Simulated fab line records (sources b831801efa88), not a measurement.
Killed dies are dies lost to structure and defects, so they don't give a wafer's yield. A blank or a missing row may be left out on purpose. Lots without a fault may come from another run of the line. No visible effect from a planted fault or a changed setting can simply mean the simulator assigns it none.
8D (eight disciplines) problem report, filled in by code + flow gf180mcu + the parts of the form that need people (team, actions taken, sign-off) are left out

== 1. WHAT IS WRONG ==
Wafers free of any fault read -1.0 nm (standard deviation 1.4) for MVPSD_OVL at GF_MVPSD_OVL_MEAS_07, against a mean of 102.0 nm on 9 wafers of 3 lots. Measured from the usual mean, that is +74 standard deviations.
Seen first at day 9 15:41 on overlay-02, wafer L790.1. At this step, 45 wafers from 15 lots have a number in the record. By rule, "out" or "out of limits" means more than 4 standard deviations away from the usual mean. Any other wafer with a number is counted as sound.

== 2. WHAT THIS IS AND IS NOT ==
| question                    | is                     | is not                                                                 |
|-----------------------------|------------------------|------------------------------------------------------------------------|
| which readings at this step | MVPSD_OVL              | -                                                                      |
| which lots                  | L790, L791, L792       | L772, L773, L774, L776, L777, L779, L782, L783, L784, L785, L786, L787 |
| which wafers of those lots  | all that have a number | -                                                                      |
| read on which gauges        | overlay-01, overlay-02 | -                                                                      |
| when                        | from day 9 15:41       | up to then (36 sound wafers)                                           |

== 3. THE SUSPECTS, EACH WITH WHAT RULES IT OUT ==
Counting: a tool stays on the suspect list if, at a process step up to the reading, it processed all lots that are out and no sound lot following the first of them.
- the gauge at GF_MVPSD_OVL_MEAS_07 is ruled out. Those wafers that are out were read across 2 gauges (overlay-01, overlay-02).
- iline stepper-01 at GF_MVPSD_EXPOSE_04 (exposes mask MVPSD, target cd 1000 nm): kept. It processed each lot that is out, first L790 at day 9 07:23, and no sound lot thereafter; up to then, the last sound lot it processed was L786 at day 8 10:34.
Left after counting: iline stepper-01 at GF_MVPSD_EXPOSE_04.

== 4. THE CAUSE (what the simulator had put in) ==
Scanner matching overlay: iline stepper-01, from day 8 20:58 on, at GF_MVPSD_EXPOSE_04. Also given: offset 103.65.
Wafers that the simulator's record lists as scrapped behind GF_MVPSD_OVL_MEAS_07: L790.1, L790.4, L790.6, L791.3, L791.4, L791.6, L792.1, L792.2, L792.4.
After counting, this tool was the only one left.

== 5. THE EFFECT CHAIN, in route order ==
Each row: a reading where the mean over the struck wafers with a number is more than 3 standard deviations away from the usual. Scope: only readings with a usual standard deviation given in the record; hours: median across lots of the time from each lot's start at the first step in this table that gives one to its start at this step; sigmas: change in usual standard deviations.
| hours | step                 | reading   | usual   | on struck wafers | change | sigmas |
|-------|----------------------|-----------|---------|------------------|--------|--------|
| 0     | GF_MVPSD_OVL_MEAS_07 | MVPSD_OVL | -1.0 nm | 102.0            | +103.0 | +74    |

== 6. WHAT WOULD HAVE CAUGHT IT SOONER ==
The first out-of-limits reading at a measuring or inspecting step in this record came at day 9 15:41, 19 hours after the fault's start at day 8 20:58.
No tool reading at GF_MVPSD_EXPOSE_04 that has a usual standard deviation in the record was out on any struck wafer, so an alarm limit of 4 standard deviations on those readings would not have fired.
Among the 3 lots that are out, L792 began GF_MVPSD_EXPOSE_04 on iline stepper-01 after day 9 15:41. It would have been spared by a hold on the tool at that moment.
